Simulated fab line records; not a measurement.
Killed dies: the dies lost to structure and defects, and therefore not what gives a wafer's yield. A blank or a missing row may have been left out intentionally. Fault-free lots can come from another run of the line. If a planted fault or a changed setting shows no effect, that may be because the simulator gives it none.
fab line records | flow sky130
record lots=24 wafers=72 last-day=50
route steps=708 shown FIELD_ISO@17 SONOS_TUNNEL@162 LDD_LDN@296 SPACER@306 LI_CONTACT@382 METAL1@449
lots that met no fault: taken from a fault-free run of the same line
start-h: the number of hours between the record's first day and the start of the first shown wafer of the lot | wait-h: how many hours have passed since the lot's step before this one | " the same as in the row above | L1.1+2: one row covering several wafers at once | - value missing, or start not given | * or withheld: withheld | < > ~ a bound
route shown NAME@n: a module of which the file shows steps, and the number in the route of the first | usual: mean/standard deviation of fault-free wafers | same: alike in all rows | chamber/n: place in a boat | sites: readings site by site | _std_site: the standard deviation of these | _edge_site: mean of outer sites minus mean of inner sites | radius-mm: for every site, how far away it sits from the centre of the wafer | mask NAME#n: copy n | behind: the most recent tool/chamber to have shaped the wafer | hold: why the lot was held/for how many hours/how that ended | device: transistor that didn't switch, given as n, p or np | end of line: the route-end tests of the same wafers | step lacking rows: just its recipe | killed: not the wafer's yield, but the dies lost to structure and defects at the first sort | map: shows each die of a wafer: x if killed, . if not, _ if none is there
set.NAME: the run value of the setting; set.NAME@STEP: its run value at that earlier step | model.NAME: the simulator's own value behind a step, which no gauge read
the route's steps for a sample of lots (tables are steps, rows are wafers)
services: the hour from which a tool's chamber was out of use, counted from the record's first day as start-h (under 0 if before that day), plus the number of hours and why
## steps
# step SKY_FIELD_ISO_STRIP_16
# recipe chemistry=O2/N2 power-w=1400 pressure-mtorr=1500 platen-temp-c=withheld o2-flow-sccm=3000 n2-flow-sccm=300 overash-fraction=0.5
# usual drypump-motor-current-A=5.6/0.39 oes-product-au=0.378/0.0047 strip-time-to-endpoint-s=3.54/0.039
# columns lot.wafer tool chamber start-h wait-h drypump-motor-current-A oes-product-au rf-hours-counter-h strip-time-to-endpoint-s
L074.2 plasma-asher-02 0 28.91 0.0 5.5 0.380 33 3.51
L074.4 " 1 " " 5.1 0.378 - 3.53
L074.6 " 1 " " 5.1 0.376 - 3.51
L075.3 plasma-asher-02 0 38.75 0.1 5.6 0.372 - 3.53
L075.4 " 1 " " 5.1 0.381 - 3.59
L075.5 " 0 " " 5.6 0.391 - 3.58
L076.1 plasma-asher-04 1 39.56 0.0 5.2 0.371 37 3.57
L076.3 " 1 " " 5.2 0.382 - 3.48
L076.5 " 0 " " 6.3 0.382 - 3.58
L077.1 plasma-asher-02 1 46.61 0.0 5.1 0.382 35 3.56
L077.4 " 1 " " 5.1 0.379 - 3.54
L077.5 " 0 " " 5.6 0.386 - 3.54
L078.1 plasma-asher-04 1 48.41 0.0 5.2 0.374 38 3.54
L078.5 " 1 " " 5.2 0.373 - 3.53
L078.6 " 0 " " 6.3 0.370 - 3.50
L079.2 plasma-asher-04 1 53.06 0.0 5.2 0.373 38 3.50
L079.3 " 0 " " 6.3 0.381 - 3.50
L079.4 " 1 " " 5.2 0.379 - 3.56
L080.1 plasma-asher-02 0 61.36 0.0 5.6 0.378 36 3.56
L080.2 " 1 " " 5.1 0.370 36 3.54
L080.3 " 0 " " 5.6 0.371 - 3.54
L081.2 plasma-asher-02 0 66.41 0.0 5.6 0.385 37 3.60
L081.5 " 0 " " 5.6 0.377 - 3.50
L081.6 " 1 " " 5.1 0.387 - 3.62
L082.1 plasma-asher-02 0 70.66 0.0 5.6 0.375 37 3.53
L082.2 " 1 " " 5.1 0.382 37 3.55
L082.5 " 1 " " 5.1 0.377 - 3.52
L083.3 plasma-asher-04 0 75.64 0.1 6.3 0.369 - 3.50
L083.4 " 1 " " 5.2 0.372 - 3.50
L083.6 " 0 " " 6.3 0.369 - 3.49
L084.1 plasma-asher-02 1 82.81 0.0 5.1 0.379 39 3.55
L084.4 " 0 " " 5.6 0.378 - 3.59
L084.5 " 0 " " 5.6 0.380 - 3.56
L085.4 plasma-asher-01 1 86.99 0.1 5.8 0.377 - 3.50
L085.5 " 0 " " 5.5 0.367 - 3.52
L085.6 " 1 " " 5.8 0.385 - 3.61
L086.1 plasma-asher-04 0 91.51 0.0 6.4 0.381 42 3.63
L086.3 " 0 " " 6.3 0.378 - 3.51
L086.5 " 0 " " 6.3 0.378 - 3.55
L087.1 plasma-asher-01 1 96.26 0.0 5.8 0.373 29 3.51
L087.3 " 0 " " 5.4 0.373 - 3.60
L087.6 " 0 " " 5.4 0.379 - 3.55
L088.3 plasma-asher-04 0 101.49 0.1 6.3 0.382 - 3.54
L088.5 " 1 " " 5.3 0.378 - 3.50
L088.6 " 0 " " 6.3 0.383 - 3.54
L089.1 plasma-asher-01 0 108.06 0.0 5.4 0.376 31 3.53
L089.2 " 1 " " 5.9 0.382 31 3.55
L089.4 " 0 " " 5.4 0.381 - 3.57
L090.1 plasma-asher-04 0 112.41 0.0 6.3 0.371 46 3.56
L090.3 " 1 " " 5.2 0.377 - 3.55
L090.5 " 1 " " 5.2 0.378 - 3.55
L091.4 plasma-asher-01 1 116.65 0.1 5.8 0.376 - 3.54
L091.5 " 1 " " 5.8 0.372 - 3.47
L091.6 " 0 " " 5.5 0.380 - 3.58
L092.1 plasma-asher-01 0 122.21 0.0 5.4 0.376 33 3.46
L092.3 " 1 " " 5.8 0.375 - 3.58
L092.6 " 0 " " 5.4 0.377 - 3.47
L093.1 plasma-asher-01 0 128.71 0.0 5.5 0.379 34 3.53
L093.2 " 1 " " 5.8 0.376 34 3.49
L093.6 " 0 " " 5.4 0.373 - 3.42
L094.3 plasma-asher-02 1 133.59 0.1 5.1 0.378 - 3.56
L094.4 " 0 " " 5.6 0.378 - 3.54
L094.6 " 1 " " 5.1 0.372 - 3.51
L095.1 plasma-asher-01 0 144.91 0.0 5.4 0.376 35 3.51
L095.2 " 1 " " 5.8 0.382 35 3.54
L095.3 " 0 " " 5.4 0.375 - 3.47
L096.1 plasma-asher-02 1 145.96 0.0 5.1 0.378 45 3.53
L096.4 " 0 " " 5.6 0.383 - 3.50
L096.6 " 1 " " 5.1 0.370 - 3.56
L097.2 plasma-asher-01 0 155.31 0.0 5.4 0.376 37 3.54
L097.5 " 0 " " 5.4 0.383 - 3.55
L097.6 " 1 " " 5.8 0.373 - 3.59
# step SKY_SONOS_TUNNEL_OVL_MEAS_08
# usual SONOS_TUNNEL_OVL=0.2/1.2
# columns lot.wafer tool chamber start-h wait-h SONOS_TUNNEL_OVL[nm]
L074.2 overlay-02 - 240.17 0.1 -0.4
L074.4 " - " " -1.1
L074.6 " - " " -1.3
L076.1 overlay-01 - 268.26 0.1 1.3
L076.3 " - " " -0.6
L076.5 " - " " 0.7
L075.3 overlay-01 - 271.12 0.1 2.5
L075.4 " - " " 2.7
L075.5 " - " " 1.5
L078.1 overlay-02 - 276.21 0.1 -0.8
L078.5 " - " " -0.6
L078.6 " - " " -0.9
L077.1 overlay-01 - 279.41 0.1 0.2
L077.4 " - " " -0.5
L077.5 " - " " 1.6
L079.2 overlay-02 - 286.41 0.1 -1.1
L079.3 " - " " 1.4
L079.4 " - " " 0.8
L080.1 overlay-02 - 291.41 0.1 0.5
L080.2 " - " " 0.1
L080.3 " - " " 0.1
L081.2 overlay-02 - 299.71 0.1 -3.2
L081.5 " - " " -2.4
L081.6 " - " " 0.6
L082.1 overlay-02 - 307.11 0.1 2.0
L082.2 " - " " 3.0
L082.5 " - " " 1.3
L083.3 overlay-01 - 318.97 0.1 -1.3
L083.4 " - " " -0.1
L083.6 " - " " 0.0
L084.1 overlay-01 - 324.11 0.1 -0.6
L084.4 " - " " 2.1
L084.5 " - " " 0.4
L085.4 overlay-02 - 336.38 0.1 0.6
L085.5 " - " " -0.5
L085.6 " - " " -0.2
L086.1 overlay-01 - 339.86 0.1 -0.3
L086.3 " - " " 0.9
L086.5 " - " " 1.1
L087.1 overlay-02 - 345.81 0.1 -0.4
L087.3 " - " " -0.9
L087.6 " - " " 1.4
L088.3 overlay-01 - 359.02 0.1 -1.6
L088.5 " - " " -1.4
L088.6 " - " " -0.8
L090.1 overlay-02 - 392.96 0.1 -1.5
L090.3 " - " " 0.6
L090.5 " - " " 0.4
L089.1 overlay-02 - 393.36 0.1 2.4
L089.2 " - " " 0.2
L089.4 " - " " 0.9
L091.4 overlay-02 - 397.02 0.1 -2.3
L091.5 " - " " -1.0
L091.6 " - " " -0.4
L093.1 overlay-02 - 401.51 0.1 -1.6
L093.2 " - " " 0.1
L093.6 " - " " -3.1
L092.1 overlay-02 - 406.31 0.1 -1.7
L092.3 " - " " -0.7
L092.6 " - " " -0.7
L094.3 overlay-02 - 407.52 0.1 -1.3
L094.4 " - " " -1.3
L094.6 " - " " -0.4
L096.1 overlay-01 - 426.56 0.1 0.5
L096.4 " - " " 1.7
L096.6 " - " " 1.5
L095.1 overlay-01 - 426.86 0.1 0.8
L095.2 " - " " 0.6
L095.3 " - " " -1.0
L097.2 overlay-02 - 442.97 0.1 1.4
L097.5 " - " " 0.1
L097.6 " - " " 1.6
# step SKY_LDD_LDN_OVL_MEAS_07
# usual LDD_LDN_OVL=0.8/1.1
# columns lot.wafer tool chamber start-h wait-h LDD_LDN_OVL[nm]
L074.2 overlay-01 - 514.69 0.1 1.6
L074.4 " - " " 1.8
L074.6 " - " " 0.6
L076.1 overlay-01 - 544.14 0.1 2.4
L076.3 " - " " 2.0
L076.5 " - " " 1.2
L075.3 overlay-02 - 551.50 0.1 -0.3
L075.4 " - " " 1.7
L075.5 " - " " 1.0
L078.1 overlay-02 - 555.19 0.1 2.5
L078.5 " - " " 2.9
L078.6 " - " " 0.7
L077.1 overlay-01 - 560.74 0.1 -0.1
L077.4 " - " " 0.9
L077.5 " - " " 0.1
L079.2 overlay-02 - 575.54 0.1 -0.4
L079.3 " - " " -0.6
L079.4 " - " " -0.9
L080.1 overlay-02 - 580.39 0.1 0.5
L080.2 " - " " 3.0
L080.3 " - " " 1.5
L081.2 overlay-02 - 584.34 0.1 -0.3
L081.5 " - " " 1.6
L081.6 " - " " 1.2
L082.1 overlay-01 - 591.54 0.1 0.0
L082.2 " - " " -0.2
L082.5 " - " " -0.1
L083.3 overlay-01 - 598.90 0.1 -0.6
L083.4 " - " " -0.6
L083.6 " - " " -1.9
L084.1 overlay-01 - 621.49 0.1 0.2
L084.4 " - " " 1.6
L084.5 " - " " 1.4
L085.4 overlay-01 - 621.85 0.1 1.1
L085.5 " - " " 2.3
L085.6 " - " " 1.5
L086.1 overlay-02 - 626.29 0.1 0.6
L086.3 " - " " 0.6
L086.5 " - " " -0.6
L087.1 overlay-01 - 627.49 0.1 0.4
L087.3 " - " " 0.2
L087.6 " - " " -2.4
L088.3 overlay-01 - 641.00 0.1 0.7
L088.5 " - " " -0.7
L088.6 " - " " -0.1
L090.1 overlay-02 - 673.64 0.1 0.9
L090.3 " - " " 2.3
L090.5 " - " " 3.2
L089.1 overlay-02 - 675.99 0.1 0.8
L089.2 " - " " 0.8
L089.4 " - " " -0.2
L091.4 overlay-02 - 679.90 0.1 1.5
L091.5 " - " " 0.1
L091.6 " - " " 0.1
L093.1 overlay-02 - 687.39 0.1 0.9
L093.2 " - " " -1.2
L093.6 " - " " -0.8
L094.3 overlay-01 - 691.30 0.1 2.7
L094.4 " - " " 2.1
L094.6 " - " " 1.9
L092.1 overlay-01 - 691.39 0.1 0.0
L092.3 " - " " 0.8
L092.6 " - " " 0.1
L096.1 overlay-01 - 705.49 0.1 1.9
L096.4 " - " " 0.0
L096.6 " - " " -0.6
L095.1 overlay-01 - 707.29 0.1 0.9
L095.2 " - " " 0.5
L095.3 " - " " 0.3
L097.2 overlay-02 - 722.64 0.1 2.6
L097.5 " - " " 4.1
L097.6 " - " " 1.0
# step SKY_SPACER_ETCHBACK_02
# recipe chemistry=CH3F/O2 target=Si3N4 stop-on=SiO2 source-w=400 bias-w=80 pressure-mtorr=25 ch3f-flow-sccm=40 O2_flow_sccm=30 time-s=46.7 target-depth-a=450
# usual drypump-motor-current-A=5.7/0.44 oes-product-au=0.855/0.0061 rf-fwd-power-W=395.9/1.8 throttle-valve-pct=10.564/0.01
# columns lot.wafer tool chamber start-h wait-h drypump-motor-current-A oes-product-au rf-fwd-power-W rf-hours-counter-h throttle-valve-pct
L074.2 rie-diel-04 1 516.80 0.0 6.3 0.853 392.6 14 10.566
L074.4 " 3 " " 5.2 0.852 396.5 - 10.570
L074.6 " 1 " " 6.3 0.856 393.5 - 10.563
L076.1 rie-diel-01 3 546.26 0.1 6.5 0.846 396.0 3 10.549
L076.3 " 0 " " 5.8 0.846 396.0 13 10.563
L076.5 " 0 " " 5.9 0.855 396.2 - 10.574
L075.3 rie-diel-01 3 553.60 0.0 6.5 0.845 396.4 4 10.579
L075.4 " 0 " " 5.9 0.844 396.0 13 10.552
L075.5 " 0 " " 5.8 0.847 395.2 - 10.564
L078.1 rie-diel-03 0 559.37 0.1 5.4 0.848 398.4 1 10.582
L078.5 " 2 " " 5.9 0.858 398.3 - 10.564
L078.6 " 1 " " 5.8 0.861 394.7 - 10.580
L077.1 rie-diel-01 3 563.29 0.1 6.5 0.844 396.8 4 10.581
L077.4 " 1 " " 5.3 0.855 400.2 - 10.562
L077.5 " 3 " " 6.5 0.854 393.6 - 10.560
L079.2 rie-diel-04 2 577.65 0.0 5.7 0.847 395.7 8 10.547
L079.3 " 3 " " 5.2 0.857 396.7 12 10.552
L079.4 " 1 " " 6.2 0.846 396.2 15 10.562
L080.1 rie-diel-01 3 582.50 0.1 6.5 0.858 394.9 4 10.565
L080.2 " 0 " " 5.8 0.850 396.6 13 10.574
L080.3 " 1 " " 5.4 0.859 399.2 12 10.553
L081.2 rie-diel-04 1 587.06 0.0 6.3 0.848 395.7 15 10.562
L081.5 " 3 " " 5.1 0.847 396.2 - 10.547
L081.6 " 0 " " 5.1 0.846 393.3 - 10.572
L082.1 rie-diel-03 2 593.65 0.1 5.8 0.865 395.9 14 10.548
L082.2 " 3 " " 5.8 0.857 395.7 46 10.562
L082.5 " 3 " " 5.8 0.856 396.6 - 10.571
L083.3 rie-diel-01 2 601.60 0.0 6.2 0.863 396.3 0 10.568
L083.4 " 1 " " 5.3 0.854 395.8 12 10.586
L083.6 " 1 " " 5.3 0.866 396.5 - 10.558
L084.1 rie-diel-04 1 623.60 0.1 6.3 0.850 392.9 16 10.545
L084.4 " 3 " " 5.1 0.846 397.6 13 10.560
L084.5 " 0 " " 5.1 0.857 396.0 - 10.556
L085.4 rie-diel-03 1 624.81 0.0 5.8 0.855 397.6 25 10.558
L085.5 " 1 " " 5.8 0.861 395.2 - 10.551
L085.6 " 0 " " 5.4 0.856 396.5 - 10.557
L086.1 rie-diel-01 0 628.40 0.1 5.9 0.854 395.1 14 10.550
L086.3 " 1 " " 5.3 0.858 398.2 12 10.579
L086.5 " 1 " " 5.3 0.854 396.9 - 10.552
L087.1 rie-diel-04 1 629.61 0.1 6.3 0.852 391.9 16 10.562
L087.3 " 0 " " 5.1 0.856 393.7 2 10.568
L087.6 " 2 " " 5.7 0.862 395.3 - 10.572
L088.3 rie-diel-04 1 644.70 0.0 6.2 0.856 394.4 16 10.579
L088.5 " 1 " " 6.2 0.850 391.9 - 10.571
L088.6 " 0 " " 5.1 0.857 395.0 - 10.565
L090.1 rie-diel-04 1 675.75 0.1 6.3 0.849 393.4 17 10.568
L090.3 " 2 " " 5.7 0.855 395.2 10 10.571
L090.5 " 1 " " 6.3 0.854 392.8 - 10.569
L089.1 rie-diel-04 2 678.10 0.1 5.7 0.852 395.9 10 10.556
L089.2 " 1 " " 6.3 0.844 393.5 17 10.565
L089.4 " 3 " " 5.2 0.855 397.0 14 10.545
L091.4 rie-diel-01 1 684.12 0.0 5.3 0.853 399.0 13 10.567
L091.5 " 3 " " 6.5 0.852 396.6 - 10.560
L091.6 " 2 " " 6.2 0.855 398.2 - 10.557
L093.1 rie-diel-04 2 690.08 0.1 5.7 0.854 394.7 10 10.555
L093.2 " 0 " " 5.1 0.843 394.9 4 10.560
L093.6 " 0 " " 5.1 0.863 393.4 - 10.577
L094.3 rie-diel-04 1 693.40 0.0 6.3 0.861 392.0 18 10.549
L094.4 " 2 " " 5.7 0.862 394.6 10 10.574
L094.6 " 0 " " 5.1 0.859 392.9 - 10.562
L092.1 rie-diel-03 1 694.60 0.1 5.8 0.856 396.6 27 10.563
L092.3 " 0 " " 5.4 0.861 396.2 3 10.570
L092.6 " 3 " " 5.8 0.853 398.9 - 10.581
L096.1 rie-diel-04 0 707.60 0.1 5.1 0.857 393.3 4 10.570
L096.4 " 2 " " 5.7 0.854 393.2 10 10.555
L096.6 " 3 " " 5.1 0.854 397.3 - 10.552
L095.1 rie-diel-03 3 710.84 0.1 5.8 0.853 396.0 48 10.580
L095.2 " 2 " " 5.8 0.856 397.4 17 10.569
L095.3 " 0 " " 5.4 0.861 397.6 4 10.561
L097.2 rie-diel-03 1 725.92 0.0 5.8 0.859 397.7 28 10.554
L097.5 " 1 " " 5.8 0.856 397.0 - 10.542
L097.6 " 0 " " 5.4 0.860 394.7 - 10.573
# step SKY_LI_CONTACT_SPUTTER_20
# recipe material=TiN target-thk-nm=20 chamber-pressure-pa=5 power-w=4000 time-s=80
# usual throttle-valve-pct=29.7/1.1
# columns lot.wafer tool chamber start-h wait-h throttle-valve-pct
L074.2 pvd-sputter-02 - 663.04 0.0 27.8
L074.4 " - " " 29.2
L074.6 " - " " 29.6
L076.1 pvd-sputter-04 - 692.42 0.0 29.8
L076.3 " - " " 28.8
L076.5 " - " " 29.1
L075.3 pvd-sputter-02 - 699.05 0.0 29.6
L075.4 " - " " 29.4
L075.5 " - " " 27.7
L078.1 pvd-sputter-01 - 705.04 0.0 30.3
L078.5 " - " " 30.3
L078.6 " - " " 30.3
L077.1 pvd-sputter-04 - 710.65 0.0 29.8
L077.4 " - " " 28.6
L077.5 " - " " 28.7
L079.2 pvd-sputter-04 - 722.04 0.0 29.9
L079.3 " - " " 30.5
L079.4 " - " " 28.7
L080.1 pvd-sputter-04 - 726.94 0.0 30.8
L080.2 " - " " 29.7
L080.3 " - " " 28.9
L081.2 pvd-sputter-04 - 731.06 0.0 30.5
L081.5 " - " " 28.8
L081.6 " - " " 29.7
L082.1 pvd-sputter-04 - 738.20 0.0 30.7
L082.2 " - " " 28.9
L082.5 " - " " 30.5
L083.3 pvd-sputter-04 - 745.77 0.0 30.5
L083.4 " - " " 29.9
L083.6 " - " " 29.4
L084.1 pvd-sputter-04 - 767.34 0.0 29.5
L084.4 " - " " 29.0
L084.5 " - " " 28.6
L085.4 pvd-sputter-02 - 769.29 0.0 27.8
L085.5 " - " " 29.4
L085.6 " - " " 27.7
L086.1 pvd-sputter-01 - 769.77 0.0 30.2
L086.3 " - " " 30.3
L086.5 " - " " 30.5
L087.1 pvd-sputter-01 - 772.20 0.0 30.8
L087.3 " - " " 32.8
L087.6 " - " " 30.8
L088.3 pvd-sputter-02 - 784.80 0.0 29.7
L088.5 " - " " 27.9
L088.6 " - " " 29.5
L090.1 pvd-sputter-02 - 811.57 0.0 29.6
L090.3 " - " " 29.5
L090.5 " - " " 29.3
L089.1 pvd-sputter-04 - 813.16 0.0 29.7
L089.2 " - " " 30.5
L089.4 " - " " 28.9
L091.4 pvd-sputter-02 - 818.97 0.0 29.4
L091.5 " - " " 29.8
L091.6 " - " " 29.6
L093.1 pvd-sputter-02 - 824.21 0.0 29.6
L093.2 " - " " 27.8
L093.6 " - " " 27.6
L094.3 pvd-sputter-01 - 825.60 0.0 30.4
L094.4 " - " " 30.4
L094.6 " - " " 30.4
L092.1 pvd-sputter-02 - 827.05 0.0 29.6
L092.3 " - " " 27.7
L092.6 " - " " 29.5
L096.1 pvd-sputter-02 - 837.74 0.0 29.5
L096.4 " - " " 27.6
L096.6 " - " " 29.6
L095.1 pvd-sputter-02 - 839.50 0.0 29.3
L095.2 " - " " 29.3
L095.3 " - " " 29.5
L097.2 pvd-sputter-01 - 855.41 0.0 30.0
L097.5 " - " " 30.3
L097.6 " - " " 32.7
# step SKY_METAL1_CD_MEAS_15
# recipe target-cd-nm=140
# usual cd-nm=139.8/1.4
# columns lot.wafer tool chamber start-h wait-h cd-nm
L074.2 cd-sem-02 - 750.81 - 139.1
L074.4 " - " " 139.5
L074.6 " - " " 140.0
L076.1 cd-sem-01 - 777.24 - 141.8
L076.3 " - " " 139.5
L076.5 " - " " 139.9
L075.3 cd-sem-01 - 783.43 - 138.6
L075.4 " - " " 139.3
L075.5 " - " " 138.8
L078.1 cd-sem-02 - 790.44 - 140.2
L078.5 " - " " 140.4
L078.6 " - " " 138.6
L077.1 cd-sem-02 - 795.74 - 138.7
L077.4 " - " " 139.5
L077.5 " - " " 139.6
L079.2 cd-sem-02 - 805.86 - 140.9
L079.3 " - " " 140.4
L079.4 " - " " 140.5
L080.1 cd-sem-01 - 808.19 - 139.5
L080.2 " - " " 139.2
L080.3 " - " " 137.5
L081.2 cd-sem-02 - 813.26 - 138.0
L081.5 " - " " 140.1
L081.6 " - " " 140.0
L082.1 cd-sem-01 - 819.84 - 140.8
L082.2 " - " " 141.9
L082.5 " - " " 142.2
L083.3 cd-sem-02 - 824.63 - 139.2
L083.4 " - " " 139.0
L083.6 " - " " 139.3
L084.1 cd-sem-01 - 844.14 - 144.1
L084.4 " - " " 142.9
L084.5 " - " " 143.7
L085.4 cd-sem-01 - 846.20 - 138.8
L085.5 " - " " 139.9
L085.6 " - " " 138.5
L086.1 cd-sem-01 - 846.84 - 138.4
L086.3 " - " " 137.6
L086.5 " - " " 138.2
L087.1 cd-sem-02 - 849.39 - 140.0
L087.3 " - " " 138.8
L087.6 " - " " 137.4
L088.3 cd-sem-02 - 860.43 - 139.4
L088.5 " - " " 139.7
L088.6 " - " " 141.5
L090.1 cd-sem-01 - 890.89 - 139.2
L090.3 " - " " 140.7
L090.5 " - " " 140.8
L089.1 cd-sem-02 - 892.29 - 139.3
L089.2 " - " " 140.4
L089.4 " - " " 139.5
L091.4 cd-sem-01 - 898.25 - 141.6
L091.5 " - " " 141.8
L091.6 " - " " 139.7
L093.1 cd-sem-02 - 905.39 - 141.6
L093.2 " - " " 140.6
L093.6 " - " " 140.8
L094.3 cd-sem-02 - 906.13 - 139.0
L094.4 " - " " 136.7
L094.6 " - " " 138.4
L092.1 cd-sem-01 - 907.79 - 139.3
L092.3 " - " " 138.9
L092.6 " - " " 138.5
L096.1 cd-sem-02 - 919.54 - 140.9
L096.4 " - " " 138.4
L096.6 " - " " 138.5
L095.1 cd-sem-02 - 921.44 - 139.4
L095.2 " - " " 139.4
L095.3 " - " " 139.6
L097.2 cd-sem-01 - 934.61 - 137.9
L097.5 " - " " 141.2
L097.6 " - " " 139.5
## services
# columns tool chamber start-h hours kind
rie-diel-04 2 36.50 19.5 repair
rie-diel-04 2 58.11 8.8 repair
rie-diel-04 - 109.91 4.3 pm
plasma-asher-02 - 114.53 4.2 repair
pvd-sputter-02 - 152.33 2.0 repair
rie-diel-04 2 163.62 9.7 repair
pvd-sputter-02 - 194.10 0.6 repair
rie-diel-04 2 238.39 5.2 repair
rie-diel-04 - 257.10 0.3 repair
pvd-sputter-02 - 259.40 2.3 repair
rie-diel-04 1 267.47 8.0 repair
rie-diel-04 3 296.72 7.4 repair
rie-diel-04 0 302.51 1.7 repair
pvd-sputter-02 - 307.29 7.0 repair
rie-diel-04 1 384.67 5.3 repair
rie-diel-04 0 391.25 20.5 repair
rie-diel-04 - 421.03 0.2 repair
rie-diel-04 0 460.24 30.9 repair
rie-diel-04 1 466.15 30.9 repair
rie-diel-04 3 639.14 23.3 repair
pvd-sputter-02 - 693.45 3.3 repair
rie-diel-04 0 714.26 33.5 repair
pvd-sputter-02 - 746.48 1.5 repair
rie-diel-04 3 790.04 21.8 repair
## key
fault none
